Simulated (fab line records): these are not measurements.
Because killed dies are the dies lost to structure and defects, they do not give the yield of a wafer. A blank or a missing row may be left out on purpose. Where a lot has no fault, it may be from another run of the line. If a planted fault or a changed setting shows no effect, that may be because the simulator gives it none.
Chamber matching / flow sky130 / SKY_VIA2_ETCH_15 on rie_diel-02: 4 sister chambers
The step etches SiO2 in C4F8/O2/Ar, stops on TiN, target depth 546 nm, time 84 s. 18 wafers are shown with their chamber, then 9 later ones without.

== WAFERS, EACH WITH ITS CHAMBER ==
wafer=L074.1; chamber=0; bias_w (W)=1199; oes_product_au (a.u.)=0.943
wafer=L074.4; chamber=0; bias_w (W)=1194; oes_product_au (a.u.)=0.935
wafer=L074.5; chamber=0; bias_w (W)=1197; oes_product_au (a.u.)=0.941
wafer=L077.1; chamber=0; bias_w (W)=1206; oes_product_au (a.u.)=0.931
wafer=L077.2; chamber=3; bias_w (W)=1196; oes_product_au (a.u.)=0.928
wafer=L077.3; chamber=2; bias_w (W)=1199; oes_product_au (a.u.)=0.936
wafer=L082.3; chamber=1; bias_w (W)=1201; oes_product_au (a.u.)=0.938
wafer=L082.4; chamber=0; bias_w (W)=1206; oes_product_au (a.u.)=0.935
wafer=L082.5; chamber=0; bias_w (W)=1203; oes_product_au (a.u.)=0.931
wafer=L083.1; chamber=0; bias_w (W)=1205; oes_product_au (a.u.)=0.935
wafer=L083.4; chamber=3; bias_w (W)=1198; oes_product_au (a.u.)=0.937
wafer=L083.6; chamber=2; bias_w (W)=1197; oes_product_au (a.u.)=0.931
wafer=L086.1; chamber=2; bias_w (W)=1202; oes_product_au (a.u.)=0.934
wafer=L086.4; chamber=0; bias_w (W)=1194; oes_product_au (a.u.)=0.936
wafer=L086.6; chamber=1; bias_w (W)=1199; oes_product_au (a.u.)=0.947
wafer=L087.1; chamber=3; bias_w (W)=1196; oes_product_au (a.u.)=0.938
wafer=L087.4; chamber=1; bias_w (W)=1199; oes_product_au (a.u.)=0.935
wafer=L087.5; chamber=3; bias_w (W)=1195; oes_product_au (a.u.)=0.937

SIGNATURES (means of the wafers above)
reading=bias_w; chamber 0=1200.50; chamber 1=1199.67; chamber 2=1199.33; chamber 3=1196.25; scatter within a chamber=3.84
reading=oes_product_au; chamber 0=0.93588; chamber 1=0.94000; chamber 2=0.93367; chamber 3=0.93500; scatter within a chamber=0.0045
Rule: for each reading, subtract the chamber's mean from the wafer's reading, divide by that reading's scatter and square the result; add these up over the readings and take the root, which gives the wafer's distance from the chamber. The wafer belongs to the nearest chamber; if the next one is less than 2 further off, it can't be placed. The scatter: take each reading less its chamber's mean, square it, sum over the shown wafers, divide by the number of wafers less the number of chambers, and take the root.

== WAFERS WITH NO CHAMBER GIVEN ==
wafer=L095.1; bias_w (W)=1205; oes_product_au (a.u.)=0.931
wafer=L095.4; bias_w (W)=1201; oes_product_au (a.u.)=0.943
wafer=L095.5; bias_w (W)=1204; oes_product_au (a.u.)=0.939
wafer=L096.2; bias_w (W)=1201; oes_product_au (a.u.)=0.931
wafer=L096.3; bias_w (W)=1195; oes_product_au (a.u.)=0.935
wafer=L096.4; bias_w (W)=1203; oes_product_au (a.u.)=0.945
wafer=L097.1; bias_w (W)=1204; oes_product_au (a.u.)=0.944
wafer=L097.3; bias_w (W)=1198; oes_product_au (a.u.)=0.936
wafer=L097.4; bias_w (W)=1204; oes_product_au (a.u.)=0.937

== WHICH CHAMBER EACH ONE RAN IN ==
wafer=L095.1; from the rows above=can't be placed: 2 or 0 or 1 or 3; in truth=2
wafer=L095.4; from the rows above=can't be placed: 1 or 0 or 2 or 3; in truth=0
wafer=L095.5; from the rows above=can't be placed: 0 or 1 or 2 or 3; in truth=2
wafer=L096.2; from the rows above=can't be placed: 2 or 0 or 3 or 1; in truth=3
wafer=L096.3; from the rows above=can't be placed: 3 or 2 or 0 or 1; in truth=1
wafer=L096.4; from the rows above=can't be placed: 1 or 0 or 2 or 3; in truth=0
wafer=L097.1; from the rows above=can't be placed: 1 or 0 or 2 or 3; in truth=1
wafer=L097.3; from the rows above=can't be placed: 3 or 2 or 0 or 1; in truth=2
wafer=L097.4; from the rows above=can't be placed: 0 or 1 or 2 or 3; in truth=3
0 of 9 placed correctly. Can't be placed from these rows: 9 (the true chamber is among the candidates in 9). Number placed wrongly: 0.
